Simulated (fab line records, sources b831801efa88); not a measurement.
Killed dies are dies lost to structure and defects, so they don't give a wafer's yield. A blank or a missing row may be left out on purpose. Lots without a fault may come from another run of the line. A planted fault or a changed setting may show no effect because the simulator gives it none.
A struck lot beside a sound one | flow sfq_line | 42 steps out of a route of 325
Sound: wafers L139.3, L139.4, L139.5. Struck: wafer L146.5. (L146.2, L146.6 of the same lot were not struck and are left out.) The cause comes at the end.
At each step with rows: each side's tool, then ch and its chambers, then its first start. Under that, the readings that differ: sound wafers | struck wafers | difference of the means | sigmas: that difference in standard deviations of wafers without a fault.
alike: readings whose means differ by less than 2 such deviations, and words and numbers that are the same on both sides. not compared: withheld readings, readings that some wafer has no value for, bounds like >300 that may hide the same value, and numbers for which the record gives no deviation and whose values overlap.
The two part at a step that has a row with sigmas, a row that says differs or no value, or rows on one side only. Numbers that don't overlap but have no deviation are shown without sigmas and don't part them. A reading that every wafer of one side lacks parts them only if that side has two wafers or more.

first, 3 steps without rows for these wafers: SFQ_TRILAYER_M5_LITHO_EXPOSE_124 (exposes mask M5, target cd 700 nm); SFQ_TRILAYER_M5_LITHO_PEB_126 (peb time 60 s); SFQ_TRILAYER_M5_LITHO_DEVELOP_125 (time 60 s).
SFQ_M5_OVL_MEAS_932:
  sound on overlay-02, day 66 06:55; struck on overlay-02, day 67 16:44
  alike: M5_OVL
then, 4 steps without rows for these wafers: SFQ_TRILAYER_M5_BARC_OPEN_METAL_ETCH_161 (etches BARC in O2, target depth 125 nm, time 41.7 s); SFQ_TRILAYER_M5_ETCH_METAL_ETCH_126 (etches Nb in Cl2/BCl3, stops on SiO2, time 203.2 s, target depth 265 nm); SFQ_TRILAYER_M5_STRIP_STRIP_127 (strips in O2); SFQ_TRILAYER_M5_STRIP_SOLV_CLEAN_128 (cleans in NMP, time 600 s).
SFQ_TRILAYER_A5B_DEP_PECVD_129: deposits SiO2 from SiH4/N2O, time 133.33 s, target thk 600 nm.
  sound on pecvd-02 ch 0,1, day 66 07:58; struck on pecvd-01 ch 0, day 67 17:47
  alike: heater_power_w, showerhead_vpp_V, throttle_valve_pct
then, 3 steps without rows for these wafers: SFQ_TRILAYER_A5B_CMP_CMP_130 (polishes, stops on Nb, target thk 340.7 nm); SFQ_TRILAYER_A5B_METRO_MEASURE_131; SFQ_TRILAYER_R5_DEP_SPUTTER_132 (material Ti, target thk 5 nm, time 5 s).
SFQ_TRILAYER_R5_DEP_SPUTTER_133: material MoNx, target thk 40 nm, time 66.7 s.
  sound on pvd_sputter-05, day 66 14:47; struck on pvd_sputter-03, day 68 05:47
  reading                                               | sound             | struck | difference | sigmas
  model.MoNx_of_TRILAYER_R5_DEP_SPUTTER_133.thk_nm (nm) | 40.79 40.82 40.33 | 33.41  | -7.24      |
  alike: throttle_valve_pct
SFQ_TRILAYER_R5_DEP_SPUTTER_134: material Ti, target thk 5 nm, time 5 s.
  sound on pvd_sputter-05, day 66 14:50; struck on pvd_sputter-03, day 68 05:50
  alike: throttle_valve_pct
SFQ_R5_RS_MEAS_933: measures by four-point-probe.
  sound on film_metro-01, day 66 14:53; struck on film_metro-02, day 68 06:10
  reading             | sound          | struck | difference | sigmas
  R5_MONX_RS (ohm/sq) | 6.92 6.91 7.00 | 8.35   | +1.41      | +17
  not compared: hold
SFQ_R5_THK_MEAS_934: measures by xrf.
  sound on film_metro-01, day 66 14:59; struck on film_metro-02, day 68 08:59
  reading          | sound          | struck | difference | sigmas
  R5_MONX_THK (nm) | 40.6 40.6 40.4 | 33.2   | -7.3       | -15
  not compared: hold
then, 5 steps without rows for these wafers: SFQ_TRILAYER_R5_LITHO_COAT_136 (resist thk 600 nm); SFQ_TRILAYER_R5_LITHO_SOFTBAKE_140; SFQ_TRILAYER_R5_LITHO_EXPOSE_137 (exposes mask R5, target cd 500 nm); SFQ_TRILAYER_R5_LITHO_PEB_139 (peb time 60 s); SFQ_TRILAYER_R5_LITHO_DEVELOP_138 (time 60 s).
SFQ_R5_OVL_MEAS_935:
  sound on overlay-01, day 66 23:49; struck on overlay-01, day 68 17:27
  alike: R5_OVL
SFQ_TRILAYER_R5_BARC_OPEN_METAL_ETCH_177: etches BARC in O2, target depth 125 nm, time 41.7 s.
  sound on rie_metal-02 ch 0,1, day 66 23:51; struck on rie_metal-02 ch 1, day 68 17:29
  alike: drypump_motor_current_A, oes_product_au
  not compared: rf_hours_counter_h
then, 10 steps without rows for these wafers: SFQ_TRILAYER_R5_ETCH_METAL_ETCH_139 (etches the open film in Cl2, stops on SiO2, target depth 60 nm, time 40 s); SFQ_TRILAYER_R5_STRIP_STRIP_140 (strips in O2); SFQ_TRILAYER_R5_STRIP_SOLV_CLEAN_141 (cleans in NMP, time 600 s); SFQ_TRILAYER_A5C_DEP_PECVD_142 (deposits SiO2 from SiH4/N2O, time 15.556 s, target thk 70 nm); SFQ_TRILAYER_I5_LITHO_COAT_149 (resist thk 62 nm); SFQ_TRILAYER_I5_LITHO_COAT_144 (resist thk 650 nm); SFQ_TRILAYER_I5_LITHO_SOFTBAKE_148; SFQ_TRILAYER_I5_LITHO_EXPOSE_145 (exposes mask I5, target cd 700 nm); SFQ_TRILAYER_I5_LITHO_PEB_147 (peb time 60 s); SFQ_TRILAYER_I5_LITHO_DEVELOP_146 (time 60 s).
-- the record jumps here: 4 days lie between the struck wafers' starts before and after --
SFQ_I5_OVL_MEAS_936:
  sound on overlay-01, day 70 19:17; struck on overlay-01, day 72 19:22
  alike: I5_OVL
SFQ_TRILAYER_I5_BARC_OPEN_VIA_ETCH_200: etches BARC in O2, target depth 125 nm, time 41.7 s.
  sound on rie_diel-04 ch 0,2, day 70 19:19; struck on rie_diel-03 ch 3, day 72 19:23
  alike: drypump_motor_current_A, oes_product_au
  not compared: rf_hours_counter_h
SFQ_TRILAYER_I5_ETCH_VIA_ETCH_147: etches the open film in CHF3, stops on Nb, target depth 360 nm.
  sound on rie_diel-04 ch 0,2, day 70 19:21; struck on rie_diel-03 ch 3, day 72 19:26
  alike: drypump_motor_current_A, oes_product_au
then, 5 steps without rows for these wafers: SFQ_TRILAYER_I5_STRIP_STRIP_148 (strips in O2); SFQ_TRILAYER_I5_STRIP_SOLV_CLEAN_149 (cleans in NMP, time 600 s); SFQ_TRILAYER_C5_LITHO_COAT_156 (resist thk 62 nm); SFQ_TRILAYER_C5_LITHO_COAT_151 (resist thk 650 nm); SFQ_TRILAYER_C5_LITHO_SOFTBAKE_155.
-- the record jumps here: 9 days lie between the struck wafers' starts before and after --
SFQ_M8_BOW_MEAS_951:
  sound on film_metro-04, day 80 19:44; struck on film_metro-03, day 81 23:00
  reading                 | sound             | struck | difference | sigmas
  model.etest.r5.ohm_um   | 13.84 13.85 14.02 | 16.9   | +3.0       |
  model.etest.r5.ohm_sq   | 6.917 6.911 6.995 | 8.446  | +1.505     |
  model.etest.c5.link_ohm | 7.87 7.869 7.952  | 9.386  | +1.489     |
  alike: M8_BOW

WHERE THEY PART
First at SFQ_R5_RS_MEAS_933; last, within this record, at SFQ_R5_THK_MEAS_934. Later steps at which nothing parts them and some readings are alike: SFQ_R5_OVL_MEAS_935, SFQ_TRILAYER_R5_BARC_OPEN_METAL_ETCH_177, SFQ_I5_OVL_MEAS_936, SFQ_TRILAYER_I5_BARC_OPEN_VIA_ETCH_200, SFQ_TRILAYER_I5_ETCH_VIA_ETCH_147, SFQ_M8_BOW_MEAS_951.

WHY: what the simulator had put in
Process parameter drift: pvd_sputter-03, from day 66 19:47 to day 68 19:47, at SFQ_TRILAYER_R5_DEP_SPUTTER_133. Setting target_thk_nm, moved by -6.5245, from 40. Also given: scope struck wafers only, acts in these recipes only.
